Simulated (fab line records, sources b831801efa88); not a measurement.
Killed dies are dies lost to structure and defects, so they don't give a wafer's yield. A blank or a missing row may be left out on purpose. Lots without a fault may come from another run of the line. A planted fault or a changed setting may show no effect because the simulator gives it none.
One fault seen from 2 desks | flow gf180mcu | each desk has only its own numbers; what lay behind them comes last

THE METROLOGY DESK
What the gauges read, lot by lot, whatever tool the lot ran on: means of the sampled wafers that have a number. A lot is out of limits, marked OUT, if its mean lies more than 4 standard deviations from the usual mean; the brackets give that distance.
Columns: A = MVSD_TW at GF_MVSD_TW_MEAS_11, usual 1583; B = VT_IMPLANT_3_TW at GF_VT_IMPLANT_TW_MEAS_32, usual 268.9
lot  | first seen here | A    | B
L441 | day 4 09:22     | 1562 | 272.9
L443 | day 4 22:47     | 1565 | 265.5
L447 | day 5 21:22     | 1587 | 269.8
L448 | day 6 02:19     | 1572 | 266.1
L449 | day 6 09:28     | 1568 | 266.7
L451 | day 6 19:58     | 1571 | 266.2
L453 | day 7 06:14     | 1580 | 270.5
L457 | day 8 08:50     | 1592 | 267.8
L459 | day 8 19:19     | 1589 | 271.4
L460 | day 9 01:13     | 1571 | 268.9
L461 | day 9 04:41     | 1573 | 271.5
L462 | day 9 09:11     | 1576 | 267.6
L463 | day 10 04:04    | 1602 | 267.4
L464 | day 10 05:04    | 1600 | 267.3
This desk's finding: nothing out of limits on any of the 14 lots.

THE TOOL OWNER'S DESK: litho_track-02
The tool's own readings at GF_POLY_GATE_SOFTBAKE_06 (time 60 s): means of the sampled wafers that have a number, for each lot that ran on this tool. A lot is out of limits, marked OUT, if its mean lies more than 4 standard deviations from the usual mean; the brackets give that distance.
Columns: A = heater_power_total_W at GF_POLY_GATE_SOFTBAKE_06, usual 93.05 W; B = run_length_s at GF_POLY_GATE_SOFTBAKE_06, usual 89.17 s
lot  | first seen here | A     | B
L441 | day 8 22:00     | 93.02 | 89.25
L448 | day 10 17:00    | 93.09 | 89.34
L449 | day 11 00:00    | 93.06 | 89.37
L451 | day 11 14:00    | 93.01 | 91.05 (+13) OUT
L453 | day 12 02:00    | 93.05 | 91.16 (+14) OUT
L460 | day 14 14:00    | 93.03 | 89.20
L462 | day 14 22:00    | 93.03 | 89.39
L464 | day 15 23:00    | 93.10 | 89.21
This desk's finding: out of limits on L451, L453; first on L451, day 11 14:00 (run_length_s at GF_POLY_GATE_SOFTBAKE_06). In limits: L441, L448, L449, L460, L462, L464.

PUT TOGETHER
The tool owner's desk could have raised an alarm at day 11 14:00, on L451, L453.
The metrology desk saw nothing out of limits.
The metrology desk has L451, L453 on record, within its limits.
Of the lots named, all ran GF_POLY_GATE_SOFTBAKE_06 on litho_track-02.

WHAT THE SIMULATOR HAD PUT IN
Process parameter drift: litho_track-02, from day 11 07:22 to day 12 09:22, at GF_POLY_GATE_SOFTBAKE_06. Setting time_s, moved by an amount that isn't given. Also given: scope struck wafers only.
Lots struck among those shown: L451, L453.
Hours from the fault's start to each desk's first reading out of limits: the tool owner's desk, 7.
